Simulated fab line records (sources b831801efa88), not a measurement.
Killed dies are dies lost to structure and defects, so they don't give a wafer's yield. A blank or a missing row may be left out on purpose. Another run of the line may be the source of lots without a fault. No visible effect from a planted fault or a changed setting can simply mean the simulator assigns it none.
Which of the tools did it? :: flow sky130 :: Sampling: 11 lots, 33 wafers, 3 of 708 route steps

== WHAT THE GAUGES SHOWED, per wafer ==
SKY_CAPM_THK_MEAS_04: measures by xrf. Usual: CAPM_TIN_THK typically reads 200.7 nm, with standard deviation 2.8.
lot: L476
measured: day 36 08:17
on: film_metro-03
CAPM_TIN_THK (nm): 198.0 197.6 199.8
flag: 

lot: L478
measured: day 37 08:32
on: film_metro-02
CAPM_TIN_THK (nm): 203.1 200.7 200.0
flag: 

lot: L480
measured: day 38 05:48
on: film_metro-01
CAPM_TIN_THK (nm): 203.7 202.1 198.4
flag: 

lot: L482
measured: day 38 18:15
on: film_metro-01
CAPM_TIN_THK (nm): 200.6 204.9 198.0
flag: 

lot: L481
measured: day 38 18:44
on: film_metro-02
CAPM_TIN_THK (nm): 200.7 205.3 204.1
flag: 

lot: L488
measured: day 40 04:50
on: film_metro-02
CAPM_TIN_THK (nm): 200.3 198.8 202.9
flag: 

lot: L489
measured: day 40 10:20
on: film_metro-01
CAPM_TIN_THK (nm): 203.6 209.0 209.1
flag: 

lot: L490
measured: day 40 22:26
on: film_metro-02
CAPM_TIN_THK (nm): 199.9 198.4 199.8
flag: 

lot: L493
measured: day 41 14:42
on: film_metro-03
CAPM_TIN_THK (nm): 199.3 204.1 200.9
flag: 

lot: L494
measured: day 41 20:57
on: film_metro-01
CAPM_TIN_THK (nm): 202.3 199.3 199.1
flag: 

lot: L499
measured: day 43 11:02
on: film_metro-03
CAPM_TIN_THK (nm): 198.2 197.9 200.1
flag: 

== EACH LOT AND THE TOOL THAT RAN IT (in order: tool; ch and the chambers of the sampled wafers; start) ==
lot: L476
SKY_METAL3_SPUTTER_00: pvd_sputter-04, day 36 07:47
SKY_METAL3_SPUTTER_04: pvd_sputter-04, day 36 07:54

lot: L478
SKY_METAL3_SPUTTER_00: pvd_sputter-03, day 37 08:04
SKY_METAL3_SPUTTER_04: pvd_sputter-03, day 37 08:10

lot: L480
SKY_METAL3_SPUTTER_00: pvd_sputter-04, day 38 05:19
SKY_METAL3_SPUTTER_04: pvd_sputter-04, day 38 05:25

lot: L482
SKY_METAL3_SPUTTER_00: pvd_sputter-03, day 38 17:45
SKY_METAL3_SPUTTER_04: pvd_sputter-03, day 38 17:51

lot: L481
SKY_METAL3_SPUTTER_00: pvd_sputter-03, day 38 18:16
SKY_METAL3_SPUTTER_04: pvd_sputter-03, day 38 18:22

lot: L488
SKY_METAL3_SPUTTER_00: pvd_sputter-03, day 40 04:23
SKY_METAL3_SPUTTER_04: pvd_sputter-03, day 40 04:29

lot: L489
SKY_METAL3_SPUTTER_00: pvd_sputter-03, day 40 09:52
SKY_METAL3_SPUTTER_04: pvd_sputter-03, day 40 09:58

lot: L490
SKY_METAL3_SPUTTER_00: pvd_sputter-03, day 40 21:58
SKY_METAL3_SPUTTER_04: pvd_sputter-03, day 40 22:04

lot: L493
SKY_METAL3_SPUTTER_00: pvd_sputter-04, day 41 14:13
SKY_METAL3_SPUTTER_04: pvd_sputter-04, day 41 14:20

lot: L494
SKY_METAL3_SPUTTER_00: pvd_sputter-03, day 41 20:29
SKY_METAL3_SPUTTER_04: pvd_sputter-03, day 41 20:35

lot: L499
SKY_METAL3_SPUTTER_00: pvd_sputter-02, day 43 10:35
SKY_METAL3_SPUTTER_04: pvd_sputter-02, day 43 10:41
- SKY_METAL3_SPUTTER_00: material Ti, target thk 15 nm, time 10 s.
- SKY_METAL3_SPUTTER_04: material TiN, target thk 70 nm, time 58.3 s.

== WHAT THE TOOLS THEMSELVES READ (means of the sampled wafers that have a number; where no wafer has one, the mark that the record gives instead) ==
SKY_METAL3_SPUTTER_00. Usual: 30.4 % for throttle_valve_pct, sd 1.1.
lot: L476
tool: pvd_sputter-04
throttle_valve_pct (%): 31.3
flag: 

lot: L478
tool: pvd_sputter-03
throttle_valve_pct (%): 29.7
flag: 

lot: L480
tool: pvd_sputter-04
throttle_valve_pct (%): 30.6
flag: 

lot: L482
tool: pvd_sputter-03
throttle_valve_pct (%): 30.1
flag: 

lot: L481
tool: pvd_sputter-03
throttle_valve_pct (%): 29.5
flag: 

lot: L488
tool: pvd_sputter-03
throttle_valve_pct (%): 29.9
flag: 

lot: L489
tool: pvd_sputter-03
throttle_valve_pct (%): 29.7
flag: 

lot: L490
tool: pvd_sputter-03
throttle_valve_pct (%): 30.0
flag: 

lot: L493
tool: pvd_sputter-04
throttle_valve_pct (%): 31.0
flag: 

lot: L494
tool: pvd_sputter-03
throttle_valve_pct (%): 29.8
flag: 

lot: L499
tool: pvd_sputter-02
throttle_valve_pct (%): 30.4
flag: 

SKY_METAL3_SPUTTER_04. Usual: 30.4 % for throttle_valve_pct, sd 1.
lot: L476
tool: pvd_sputter-04
throttle_valve_pct (%): 31.4
flag: 

lot: L478
tool: pvd_sputter-03
throttle_valve_pct (%): 29.6
flag: 

lot: L480
tool: pvd_sputter-04
throttle_valve_pct (%): 30.7
flag: 

lot: L482
tool: pvd_sputter-03
throttle_valve_pct (%): 29.9
flag: 

lot: L481
tool: pvd_sputter-03
throttle_valve_pct (%): 29.5
flag: 

lot: L488
tool: pvd_sputter-03
throttle_valve_pct (%): 29.8
flag: 

lot: L489
tool: pvd_sputter-03
throttle_valve_pct (%): 29.8
flag: 

lot: L490
tool: pvd_sputter-03
throttle_valve_pct (%): 29.8
flag: 

lot: L493
tool: pvd_sputter-04
throttle_valve_pct (%): 31.0
flag: 

lot: L494
tool: pvd_sputter-03
throttle_valve_pct (%): 29.8
flag: 

lot: L499
tool: pvd_sputter-02
throttle_valve_pct (%): 30.5
flag: 

== THE ANSWER, worked out from the rows above alone ==
Rule: take the mean of a lot's wafers that have a number; if it is more than 3 standard deviations from the usual mean, the lot is off. A lot without any number at a reading at which 4 lots or more have one is off too. Where the step has rows for the other lots, those lots are counted as sound. After the gauges, taken in route order, come the tools' own readings; for these a lot's mean is taken, as printed above. The first step at which some lot is off is used, and at that step the reading that is off furthest; a lot without a number counts as furthest.
No lot is off on any of the readings shown, so nothing can be concluded from this.

== WHAT HAD BEEN PUT IN BY THE SIMULATOR ==
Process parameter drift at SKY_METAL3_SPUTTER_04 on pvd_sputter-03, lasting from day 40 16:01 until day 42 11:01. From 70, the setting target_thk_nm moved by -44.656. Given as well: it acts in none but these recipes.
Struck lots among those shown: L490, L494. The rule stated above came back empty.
